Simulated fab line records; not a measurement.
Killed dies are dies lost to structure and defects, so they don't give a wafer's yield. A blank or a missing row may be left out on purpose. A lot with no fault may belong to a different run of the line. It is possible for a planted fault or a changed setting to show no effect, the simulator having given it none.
Problem report, 8D (eight disciplines) form, completed by code	flow sky130	the parts of the form that need people (team, actions taken, sign-off) are left out

1. THE ISSUE
At SKY_SONOS_TUNNEL_CD_MEAS_07, cd nm averages 381.1 nm over 6 wafers from 2 lots, while fault-free wafers read 410.0 nm, standard deviation 1.8. Measured from the usual mean, that is -16 standard deviations.
The step: target cd 410 nm.
The first sign was on wafer L512.1 at day 17 09:40, on cd sem-01. The record has a number at this step for 36 wafers belonging to 12 lots. Rule for "out" (also "out of limits"): further than 4 standard deviations from the usual mean. The other wafers with a number count as sound.

2. WHAT IT IS, WHAT IT ISN'T
question	is	is not
which readings at this step	cd nm	-
which lots	L512, L513	L494, L496, L497, L498, L499, L503, L504, L505, L507, L517
which wafers of those lots	all that have a number	-
read on which gauges	cd sem-01, cd sem-02	-
when	from day 17 09:40	up to then (27 sound wafers); but 3 sound wafers of L517 came after

3. WHAT RULES OUT EACH SUSPECT
Counting: a tool at any process step up to the reading remains a suspect when it ran all the lots that are out and ran no sound lot after the first of those.
- ruled out: the gauge at SKY_SONOS_TUNNEL_CD_MEAS_07. 2 gauges (cd sem-01, cd sem-02) read the wafers that are out.
- plasma asher-04 at SKY_VT_ADJUST_PCH_STRIP_09 (strips in O2/N2): ruled out as a lasting fault. Sound lots L517 ran on it after its first lot that is out, L512 (day 16 04:43).
- litho track-02 at SKY_SONOS_TUNNEL_DEVELOP_06 (develop time 60 s): kept. It ran every lot that is out, first L512 (day 17 09:29), and no sound lot after that; its last sound lot up to then is L503 (day 14 05:37).
Remaining after the count: litho track-02 at SKY_SONOS_TUNNEL_DEVELOP_06.

4. THE CAUSE (what the simulator had put in)
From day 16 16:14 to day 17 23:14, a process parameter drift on litho track-02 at SKY_SONOS_TUNNEL_DEVELOP_06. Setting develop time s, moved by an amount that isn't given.
This tool alone remained once counting was done.

5. SEQUENCE OF EFFECTS, ordered by route
One row per reading whose mean, taken over the struck wafers that have a number, lies over 3 standard deviations from the usual. Scope: only readings with a usual standard deviation given in the record; hours: median across lots of the time from each lot's start at the first step in this table that gives one to its start at this step; sigmas: change in usual standard deviations.
hours	step	reading	usual	on struck wafers	change	sigmas
0	SKY_SONOS_TUNNEL_CD_MEAS_07	cd nm	410.0 nm	381.1	-28.9	-16

6. WHAT WOULD HAVE CAUGHT IT SOONER
17 hours passed between the start of the fault at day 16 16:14 and the first reading out of limits at a measuring or inspecting step in this record, taken at day 17 09:40.
Lots out: 2; of these, L513 started SKY_SONOS_TUNNEL_DEVELOP_06 on litho track-02 after day 17 09:40. Had the tool been put on hold then, it would have been spared.
